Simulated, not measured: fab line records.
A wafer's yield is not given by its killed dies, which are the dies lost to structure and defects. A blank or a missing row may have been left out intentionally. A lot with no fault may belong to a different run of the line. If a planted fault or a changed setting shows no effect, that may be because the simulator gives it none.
Chamber matching :: flow sky130 :: rie si-01 running SKY_FIELD_ISO_ETCH_17: 4 sister chambers
The step etches Si in HBr/Cl2/O2, target depth 342 nm, time 97.7 s. 8 wafers are shown with their chamber, then 7 later ones without.

== EACH WAFER AND ITS CHAMBER ==
wafer: L835.1
chamber: 3
drypump motor current A (A): 6.1
oes product au (a.u.): 1.021

wafer: L836.2
chamber: 1
drypump motor current A (A): 4.9
oes product au (a.u.): 0.981

wafer: L837.3
chamber: 1
drypump motor current A (A): 4.9
oes product au (a.u.): 0.979

wafer: L838.1
chamber: 2
drypump motor current A (A): 6.5
oes product au (a.u.): 1.013

wafer: L838.2
chamber: 0
drypump motor current A (A): 6.5
oes product au (a.u.): 1.008

wafer: L838.4
chamber: 0
drypump motor current A (A): 6.5
oes product au (a.u.): 1.016

wafer: L847.1
chamber: 3
drypump motor current A (A): 6.1
oes product au (a.u.): 0.997

wafer: L847.2
chamber: 2
drypump motor current A (A): 6.4
oes product au (a.u.): 1.018

== WAFERS WITH NO CHAMBER GIVEN ==
wafer: L847.6
drypump motor current A (A): 6.1
oes product au (a.u.): 1.002

wafer: L852.1
drypump motor current A (A): 6.1
oes product au (a.u.): 1.006

wafer: L852.2
drypump motor current A (A): 6.4
oes product au (a.u.): 1.007

wafer: L852.6
drypump motor current A (A): 6.1
oes product au (a.u.): 1.006

wafer: L855.2
drypump motor current A (A): 6.4
oes product au (a.u.): 0.998

wafer: L855.3
drypump motor current A (A): 6.1
oes product au (a.u.): 1.011

wafer: L855.5
drypump motor current A (A): 6.5
oes product au (a.u.): 1.020

== WHICH CHAMBER EACH ONE RAN IN ==
wafer: L847.6
from the rows above: 3
in truth: 3

wafer: L852.1
from the rows above: 3
in truth: 3

wafer: L852.2
from the rows above: can't be placed: 2 or 0
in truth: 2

wafer: L852.6
from the rows above: 3
in truth: 3

wafer: L855.2
from the rows above: can't be placed: 2 or 0
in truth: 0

wafer: L855.3
from the rows above: 3
in truth: 3

wafer: L855.5
from the rows above: can't be placed: 0 or 2
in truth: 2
Placed correctly: 4 of 7. These rows do not allow placing 3 (true chamber among the candidates in 3). Placed wrongly: 0.
How it was worked out, from the rows above alone: a wafer's distance from a chamber is the root of the sum, over the readings, of the square of ((its reading less the chamber's mean) divided by the reading's scatter). The wafer belongs to the nearest chamber; if the next one is less than 2 further off, it can't be placed. The mean given for a chamber averages the wafers shown for that chamber. The scatter: take each reading less its chamber's mean, square it, sum over the shown wafers, divide by the number of wafers less the number of chambers, and take the root.
